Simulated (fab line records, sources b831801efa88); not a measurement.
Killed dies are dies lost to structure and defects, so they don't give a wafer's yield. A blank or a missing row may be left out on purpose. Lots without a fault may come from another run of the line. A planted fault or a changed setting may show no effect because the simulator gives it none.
A struck lot beside a sound one | flow gf180mcu | 15 steps out of a route of 602
Sound: wafers L389.4, L389.5, L389.6. Struck: wafers L375.2, L375.3, L375.4. The cause comes at the end.
At each step with rows: each side's tool, then ch and its chambers, then its first start. Under that, the readings that differ: sound wafers | struck wafers | difference of the means | sigmas: that difference in standard deviations of wafers without a fault.
alike: readings whose means differ by less than 2 such deviations, and words and numbers that are the same on both sides. not compared: withheld readings, readings that some wafer has no value for, bounds like >300 that may hide the same value, and numbers for which the record gives no deviation and whose values overlap.
The two part at a step that has a row with sigmas, a row that says differs or no value, or rows on one side only. Numbers that don't overlap but have no deviation are shown without sigmas and don't part them. A reading that every wafer of one side lacks parts them only if that side has two wafers or more.

first, 2 steps without rows for these wafers: GF_M3_PEB_12 (peb time 90 s); GF_M3_DEVELOP_13 (develop time 60 s).
GF_M3_CD_MEAS_14: target cd 280 nm.
  sound on cd_sem-01, day 26 21:06; struck on cd_sem-01, day 22 15:50
  alike: cd_nm
GF_M3_OVL_MEAS_15:
  sound on overlay-01, day 26 21:11; struck on overlay-02, day 22 15:57
  alike: M3_OVL
GF_M3_METAL_ETCH_16: etches the open film in Cl2/BCl3, stops on SiO2, target depth 627.5 nm, time 104.6 s.
  sound on rie_metal-04 ch 0,1, day 26 21:14; struck on rie_metal-01 ch 0,1, day 22 15:59
  alike: drypump_motor_current_A, he_backside_leak_sccm, mfc_cl2_sccm, oes_product_au, throttle_valve_pct
  not compared: rf_hours_counter_h
GF_M3_STRIP_17: strips in O2/N2.
  sound on plasma_asher-03 ch 0,1, day 26 21:20; struck on plasma_asher-01 ch 0,1, day 22 16:05
  alike: drypump_motor_current_A, heater_power_w, oes_product_au, strip_time_to_endpoint_s
  not compared: rf_hours_counter_h
then, 3 steps without rows for these wafers: GF_M3_STRIP_18 (strips in post etch residue remover, time 1200 s); GF_M3_CLEAN_19 (cleans in DIW); GF_V3_CVD_00 (deposits SiO2, target thk 600 nm, time 100 s).
GF_V3_THK_MEAS_01:
  sound on film_metro-04, day 26 22:01; struck on film_metro-03, day 22 16:42
  alike: V3_CVD_00_THK
GF_V3_CVD_02: deposits SiO2 from TEOS, target thk 850 nm, time 94.851 s.
  sound on pecvd-04 ch 0,1,2, day 26 22:04; struck on pecvd-02 ch 0,1,2, day 22 16:45
  alike: heater_power_w
  not compared: since_wet_clean_h
GF_V3_THK_MEAS_03:
  sound on film_metro-04, day 26 22:08; struck on film_metro-04, day 22 16:50
  alike: V3_CVD_02_THK
GF_V3_CMP_04: polishes SiO2.
  sound on cmp-02 ch 0,1,2, day 26 22:19; struck on cmp-01 ch 0,1,2, day 22 16:53
  reading                | sound    | struck   | difference | sigmas
  time_to_endpoint_s (s) | 78 73 87 | 39 46 54 | -33        | -4
  alike: motor_current_A
GF_V3_BOW_MEAS_05:
  sound on film_metro-04, day 26 22:32; struck on film_metro-03, day 22 17:12
  alike: V3_BOW
GF_PASSIVATION_PROBE_99:
  the record has rows for the sound wafers here (prober-01, day 33 11:38) and none for the struck ones

WHERE THEY PART
First at GF_V3_CMP_04; last, within this record, at GF_PASSIVATION_PROBE_99.

WHY: what the simulator had put in
Process parameter drift: cmp-01, from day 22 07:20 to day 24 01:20, at GF_V3_CMP_04. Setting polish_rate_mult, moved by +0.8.
